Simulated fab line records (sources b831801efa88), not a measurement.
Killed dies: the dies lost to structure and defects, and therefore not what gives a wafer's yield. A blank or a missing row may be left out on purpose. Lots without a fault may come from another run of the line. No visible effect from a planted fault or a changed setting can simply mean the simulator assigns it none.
Which tool was responsible? ; flow gf180mcu ; 21 wafers from 7 lots sampled at 2 of the route's 602 steps

WHAT THE GAUGES SHOWED, per wafer
GF_POLY_GATE_CD_MEAS_10: target cd 280 nm.
lot;measured;on;cd-nm (nm)
L235;day 9 11:24;cd-sem-02;282.2 282.6 281.6
L240;day 11 04:17;cd-sem-02;279.2 279.0 279.2
L242;day 11 13:10;cd-sem-02;311.3 310.6 309.6
L247;day 13 02:18;cd-sem-01;281.8 280.5 280.2
L252;day 14 18:48;cd-sem-02;279.0 277.8 278.5
L255;day 15 12:59;cd-sem-02;282.2 281.1 280.8
L257;day 16 12:56;cd-sem-01;280.2 281.7 280.7

TOOL THAT RAN EACH LOT (tool first, then ch and the chambers of the sampled wafers, then the start)
lot;GF_POLY_GATE_SOFTBAKE_06
L235;litho-track-03 ch 0, day 9 02:00
L240;litho-track-04 ch 0, day 10 18:00
L242;litho-track-01 ch 0, day 11 04:00
L247;litho-track-04 ch 0, day 12 15:00
L252;litho-track-01 ch 0, day 14 08:00
L255;litho-track-03 ch 0, day 15 02:00
L257;litho-track-03 ch 0, day 16 01:00
- GF_POLY_GATE_SOFTBAKE_06: time 60 s.

THE ANSWER, worked out from the rows above alone
Rule: what is usual is taken from the lots themselves. The widest of any qualifying gaps counts: lots, ordered by their means at a reading, are off when they make up no more than a third of the lots, leave a main group of 4 or more, and stand apart from it by 3 or more times the standard deviation of that group's means. The tables above print the reading to a certain number of digits; a main group whose means all agree to those digits is not used. Also off: a lot with no number at a reading for which 4 or more lots have one. Any other lot the step has rows for is counted as sound.
Off: L242 (GF_POLY_GATE_CD_MEAS_10, cd-nm). For the main group the mean is 280.5 nm and the standard deviation 1.3.
If a tool, at a process step before that reading, ran all the lots that are off and no sound lot after the first of them, it fits. Those tools and the gauges at GF_POLY_GATE_CD_MEAS_10 are tried in the same way. Of those tried, none fits.

WHAT THE SIMULATOR HAD INSERTED
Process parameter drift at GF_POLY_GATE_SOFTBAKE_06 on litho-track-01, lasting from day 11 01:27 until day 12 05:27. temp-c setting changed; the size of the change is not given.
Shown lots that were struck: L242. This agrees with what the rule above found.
